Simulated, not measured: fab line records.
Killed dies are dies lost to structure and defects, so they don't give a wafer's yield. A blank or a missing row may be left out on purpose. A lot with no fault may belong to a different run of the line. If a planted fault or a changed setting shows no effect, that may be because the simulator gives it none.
2 desks, one fault | flow sky130 | each desk holds nothing but its own numbers, with what lay behind them at the end

## THE TOOL OWNER'S DESK: implanter-02
The tool's own readings at SKY_VT_ADJUST_PCH_IMPLANT_08: means of the sampled wafers that have a number, for each lot that ran on this tool. Marked OUT: a lot whose mean sits more than 4 standard deviations from the usual mean, which makes it out of limits; the brackets give that distance.
Columns: A = beam-energy-keV at SKY_VT_ADJUST_PCH_IMPLANT_08, usual 10.000; B = dose-ions-cm2 at SKY_VT_ADJUST_PCH_IMPLANT_08, usual 5e+11; C = faraday-current-uA at SKY_VT_ADJUST_PCH_IMPLANT_08, usual 2.82
lot  | first seen here | A      | B                       | C
L496 | day 11 13:48    | 9.996  | 5e+11                   | 2.77
L498 | day 12 01:51    | 10.001 | 5e+11                   | 2.83
L501 | day 13 01:46    | 10.000 | 5e+11                   | 2.83
L502 | day 13 08:30    | 10.004 | 5e+11                   | 2.79
L504 | day 13 19:42    | 9.996  | 5e+11                   | 2.80
L507 | day 15 00:19    | 10.005 | 3e+11 (-99 or more) OUT | 1.97 (-15) OUT
L508 | day 15 18:52    | 10.003 | 3e+11 (-99 or more) OUT | 1.95 (-15) OUT
L509 | day 15 23:00    | 9.997  | 3e+11 (-99 or more) OUT | 1.91 (-16) OUT
This desk's finding: out of limits on L507, L508, L509; first on L507, day 15 00:19 (dose-ions-cm2 at SKY_VT_ADJUST_PCH_IMPLANT_08). Within limits: L496, L498, L501, L502, L504.

## AT THE METROLOGY DESK
Lot by lot, what the gauges showed, no matter which tool ran the lot: averages of those sampled wafers that carry a number. Marked OUT: a lot whose mean sits more than 4 standard deviations from the usual mean, which makes it out of limits; the brackets give that distance.
Columns: A = VT_ADJUST_PCH_TW at SKY_VT_ADJUST_PCH_TW_MEAS_10, usual 142.6; B = POLY_CUT_OVL at SKY_POLY_CUT_OVL_MEAS_09, usual -1 nm; C = METAL1_OVL at SKY_METAL1_OVL_MEAS_16, usual 2 nm
lot  | first seen here | A               | B  | C
L493 | day 10 09:38    | 143.7           | 3  | 6
L495 | day 11 09:20    | 143.0           | -0 | -4
L496 | day 11 14:03    | 141.7           | -3 | 3
L497 | day 11 17:15    | 143.7           | -3 | 4
L498 | day 12 02:06    | 143.7           | -5 | 2
L501 | day 13 02:01    | 144.7           | -2 | -2
L502 | day 13 08:43    | 140.8           | -4 | 8
L504 | day 13 19:55    | 141.0           | -2 | -1
L506 | day 14 14:58    | 143.4           | -2 | -2
L507 | day 15 00:34    | 128.7 (-11) OUT | -1 | -4
L508 | day 15 19:09    | 128.5 (-11) OUT | 0  | 4
L509 | day 15 23:15    | 128.8 (-11) OUT | -2 | -4
L516 | day 17 17:50    | 141.1           | -2 | 2
This desk reports L507, L508, L509 out of limits; the earliest was L507 at day 15 00:34 (VT_ADJUST_PCH_TW at SKY_VT_ADJUST_PCH_TW_MEAS_10). Within limits: L493, L495, L496, L497, L498, L501, L502, L504, L506, L516.

## TAKEN TOGETHER
An alarm could have come from the tool owner's desk at day 15 00:19, on L507, L508, L509.
An alarm was possible from the metrology desk at day 15 00:34, on L507, L508, L509.
SKY_VT_ADJUST_PCH_IMPLANT_08 was run on implanter-02 by each of the lots named.

## WHAT THE SIMULATOR HAD PUT IN
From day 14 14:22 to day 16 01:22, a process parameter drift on implanter-02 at SKY_VT_ADJUST_PCH_IMPLANT_08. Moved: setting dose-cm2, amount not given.
Lots struck among those shown: L507, L508, L509.
Counting hours from when the fault started, the first reading out of limits came at 10 for the tool owner's desk and at 10 for the metrology desk.
